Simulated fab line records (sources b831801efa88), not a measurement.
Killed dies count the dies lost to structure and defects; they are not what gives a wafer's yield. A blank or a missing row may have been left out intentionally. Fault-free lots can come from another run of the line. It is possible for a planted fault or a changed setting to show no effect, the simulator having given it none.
Which tool was responsible? ; flow gf180mcu ; 18 wafers sampled from 6 lots at 1 step of a route of 602

== WHAT THE GAUGES SHOWED, per wafer ==
GF_V1_OVL_MEAS_15.
lot;measured;on;V1_OVL (nm)
L149;day 18 21:31;overlay-01;-1 8 2
L155;day 21 07:25;overlay-01;-1 3 2
L158;day 22 06:06;overlay-02;7 13 0
L160;day 23 02:41;overlay-01;6 0 0
L162;day 23 15:32;overlay-01;3 15 5
L164;day 24 04:53;overlay-01;2 -2 -5

== WHICH TOOL RAN EACH LOT (tool, then ch and the chambers of the sampled wafers, then the start) ==
The record holds no process step before these readings.

== THE ANSWER, worked out from the rows above alone ==
Rule: the usual values come from the lots themselves. Put in order of their means at a reading, lots are off if they are a third of the lots or fewer, leave a main group of 4 or more, and stand apart from it by a gap of 3 or more times the standard deviation of the main group's means; of several such gaps the widest counts. The tables above print the reading to a certain number of digits; a main group whose means all agree to those digits is not used. A lot without any number at a reading at which 4 lots or more have one is off too. Where the step has rows for the other lots, those lots are counted as sound.
Across all readings shown, no lot is off: no conclusion can be drawn from this.

== WHAT THE SIMULATOR PUT IN ==
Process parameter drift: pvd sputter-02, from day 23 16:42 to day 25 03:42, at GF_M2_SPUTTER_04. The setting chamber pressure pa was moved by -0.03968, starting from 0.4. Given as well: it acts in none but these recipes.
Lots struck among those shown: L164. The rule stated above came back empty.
